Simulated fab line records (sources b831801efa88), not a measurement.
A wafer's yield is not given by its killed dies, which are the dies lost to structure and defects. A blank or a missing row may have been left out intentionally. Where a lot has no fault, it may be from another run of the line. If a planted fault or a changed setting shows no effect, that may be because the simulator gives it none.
What tool caused it? | flow sky130 | 11 lots (33 wafers sampled), 1 step of a 708-step route

## WHAT THE GAUGES READ, wafer by wafer
SKY_METAL3_CD_MEAS_13: the cd target is 300 nm.
lot  | measured     | on        | cd-nm (nm)
L216 | day 38 10:52 | cd-sem-02 | 299.9 299.2 299.5
L217 | day 38 18:03 | cd-sem-02 | 298.8 297.1 297.5
L218 | day 39 07:11 | cd-sem-01 | 298.0 299.3 298.3
L219 | day 39 11:56 | cd-sem-02 | 300.0 299.2 300.5
L221 | day 40 07:00 | cd-sem-01 | 300.4 300.6 299.8
L222 | day 40 12:29 | cd-sem-01 | 299.8 298.9 300.1
L225 | day 41 02:52 | cd-sem-01 | 297.7 299.3 298.3
L229 | day 42 05:14 | cd-sem-02 | 300.7 301.3 302.3
L230 | day 42 16:17 | cd-sem-01 | 304.0 303.1 303.1
L232 | day 43 15:41 | cd-sem-01 | 299.8 299.2 300.5
L239 | day 45 02:29 | cd-sem-01 | 300.5 300.3 301.1

## WHAT TOOL EACH LOT RAN ON (gives the tool, then ch and the chambers of the sampled wafers, and finally the start)
No process step before these readings appears in the record.

## THE ANSWER, worked out from the rows above alone
Rule: the usual values come from the lots themselves. Put in order of their means at a reading, lots are off if they are a third of the lots or fewer, leave a main group of 4 or more, and stand apart from it by a gap of 3 or more times the standard deviation of the main group's means; of several such gaps the widest counts. If all means in a main group match to the digits the tables above print for the reading, that group is not used. A lot without any number at a reading at which 4 lots or more have one is off too. Where the step has rows for the other lots, those lots are counted as sound.
No lot is off at any reading shown: from this, nothing can be told.

## WHAT THE SIMULATOR HAD INSERTED
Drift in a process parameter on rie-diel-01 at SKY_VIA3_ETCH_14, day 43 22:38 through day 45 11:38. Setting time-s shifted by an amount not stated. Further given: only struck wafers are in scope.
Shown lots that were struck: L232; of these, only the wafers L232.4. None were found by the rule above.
